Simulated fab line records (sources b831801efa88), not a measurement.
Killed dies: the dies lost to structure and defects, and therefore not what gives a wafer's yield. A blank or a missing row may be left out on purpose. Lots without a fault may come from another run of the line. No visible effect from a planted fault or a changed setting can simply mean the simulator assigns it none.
Split-lot trial | flow sfqLine | 5 lots, 23 wafers read, on a route of 325 steps

THE SPLIT
At SFQ_TRILAYER_I3_CMP_CMP_082 (polishes SiO2), the setting leaveAboveRefNm was moved away from the recipe's 200 nm on 11 of the 23 wafers read, by -5.9% to +5.7%. All remaining wafers had this setting at the recipe value.

FROM THE SPLIT TO THE READING: what the file shows between them, 4 steps
- SFQ_TRILAYER_I3_METRO_MEASURE_083
- SFQ_TRILAYER_I3_VIA_LITHO_PEB_088: peb time 60 s (also split here: pebTimeS)
- SFQ_TRILAYER_I3_VIA_LITHO_DEVELOP_087: time 60 s
- SFQ_TRILAYER_I3_VIA_BARC_OPEN_VIA_ETCH_121: etches BARC in O2, target depth 125 nm, time 41.7 s

THE READING
oesProductAu, in a.u., at SFQ_TRILAYER_I3_VIA_ETCH_VIA_ETCH_088 (etches SiO2 in CHF3, stops on Nb, target depth 260 nm). Typical for fault-free wafers on this fab line: 0.855 a.u., with standard deviation 0.0057 a.u.

wafer  | tool, chamber at the split | leaveAboveRefNm as run, nm | against the recipe | oesProductAu, a.u. | against lot-mates on the recipe
L074.1 | cmp-02, 2                  | 200                        | recipe             | 0.861              | -
L074.4 | cmp-02, 0                  | 200                        | recipe             | 0.857              | -
L074.6 | cmp-02, 0                  | 200                        | recipe             | 0.840              | -
L077.1 | cmp-02, 1                  | 188.3                      | -5.8%              | 0.824              | -0.023
L077.2 | cmp-02, 0                  | 200                        | recipe             | 0.846              | -
L077.4 | cmp-02, 2                  | 188.3                      | -5.8%              | 0.829              | -0.018
L077.5 | cmp-02, 2                  | 188.3                      | -5.8%              | 0.830              | -0.017
L077.6 | cmp-02, 3                  | 200                        | recipe             | 0.849              | -
L080.1 | cmp-02, 0                  | 211.4                      | +5.7%              | 0.880              | +0.021
L080.2 | cmp-02, 3                  | 200                        | recipe             | 0.856              | -
L080.3 | cmp-02, 2                  | 211.4                      | +5.7%              | 0.884              | +0.025
L080.5 | cmp-02, 2                  | 211.4                      | +5.7%              | 0.886              | +0.027
L080.6 | cmp-02, 3                  | 200                        | recipe             | 0.861              | -
L081.2 | cmp-02, 2                  | 200                        | recipe             | 0.855              | -
L081.3 | cmp-02, 3                  | 188.2                      | -5.9%              | 0.831              | -0.028
L081.4 | cmp-02, 0                  | 200                        | recipe             | 0.859              | -
L081.5 | cmp-02, 3                  | 188.2                      | -5.9%              | 0.824              | -0.035
L081.6 | cmp-02, 2                  | 200                        | recipe             | 0.862              | -
L083.1 | cmp-02, 1,3                | 208.4                      | +4.2%              | 0.876              | +0.023
L083.2 | cmp-02, 2                  | 200                        | recipe             | 0.856              | -
L083.3 | cmp-02, 1,3                | 208.4                      | +4.2%              | 0.877              | +0.024
L083.4 | cmp-02, 0                  | 208.4                      | +4.2%              | 0.873              | +0.020
L083.6 | cmp-02, 1                  | 200                        | recipe             | 0.850              | -
When a row names more than one chamber, that row covers several wafers, and the file does not tell which wafer ran in which chamber.

THE FIT
A straight line over all 23 wafers: oesProductAu changes by +0.00479 a.u. for each +1% of leaveAboveRefNm; r = +0.96; the points scatter about the line by 0.0053 a.u.
The same after taking each lot's own level away (the mean of its wafers on the recipe; 23 wafers): +0.00441 a.u. for each +1%; r = +0.96; scatter 0.0052 a.u.
That fit puts the effect of the largest move of leaveAboveRefNm on the reading at 0.026 a.u.
The span of the lots' own levels, 0.8475 to 0.8587 a.u., comes to 2.0 times the standard deviation stated above.
Hence the lot-to-lot level has little effect on the slope; both slopes agree.
Check: -0.0248 a.u. against its lot-mates is what the line predicts for one of the wafers moved furthest among these (-5.9%) when that wafer is left out of the fit. Against them it came out at -0.0277 a.u.

FURTHER SPLITS ON THESE WAFERS
Before the reading, these wafers also passed through other splits. Each is held against what the fit with the lots' levels taken away leaves over:
other split on the same wafers                   | wafers away from the commonest value | r with oesProductAu (lot level and that fit taken away)
SFQ_TRILAYER_I2_VIA_BARC_OPEN_VIA_ETCH_096 biasW | 2                                    | +0.02
SFQ_TRILAYER_I3_VIA_LITHO_PEB_088 pebTimeS       | 8                                    | +0.18

THE WHOLE CHAIN: every reading that the file lists as answering this split, in the file's order
step                                  | what it does                                          | reading                                                                                  | change (the file's fit)                   | r (the file's)
SFQ_TRILAYER_I3_CMP_CMP_082           | polishes SiO2                                         | SiO2_of_TRILAYER_I3_DEP_PECVD_081.thkNm (the simulator's own value, which no gauge read) | +2 nm for each +1% of the setting         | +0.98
SFQ_TRILAYER_I3_METRO_MEASURE_083     |                                                       | thkNm                                                                                    | +2.01 nm for each +1% of the setting      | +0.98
SFQ_TRILAYER_I3_VIA_ETCH_VIA_ETCH_088 | etches SiO2 in CHF3, stops on Nb, target depth 260 nm | oesProductAu                                                                             | +0.00453 a.u. for each +1% of the setting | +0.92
SFQ_TRILAYER_I3_VIA_ETCH_VIA_ETCH_088 | etches SiO2 in CHF3, stops on Nb, target depth 260 nm | I3.featureDepthNm (the simulator's own value, which no gauge read)                       | +2 nm for each +1% of the setting         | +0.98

THE FILE'S OWN FIT
oesProductAu changes by +0.00453 a.u. for each +1% of leaveAboveRefNm, r = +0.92.
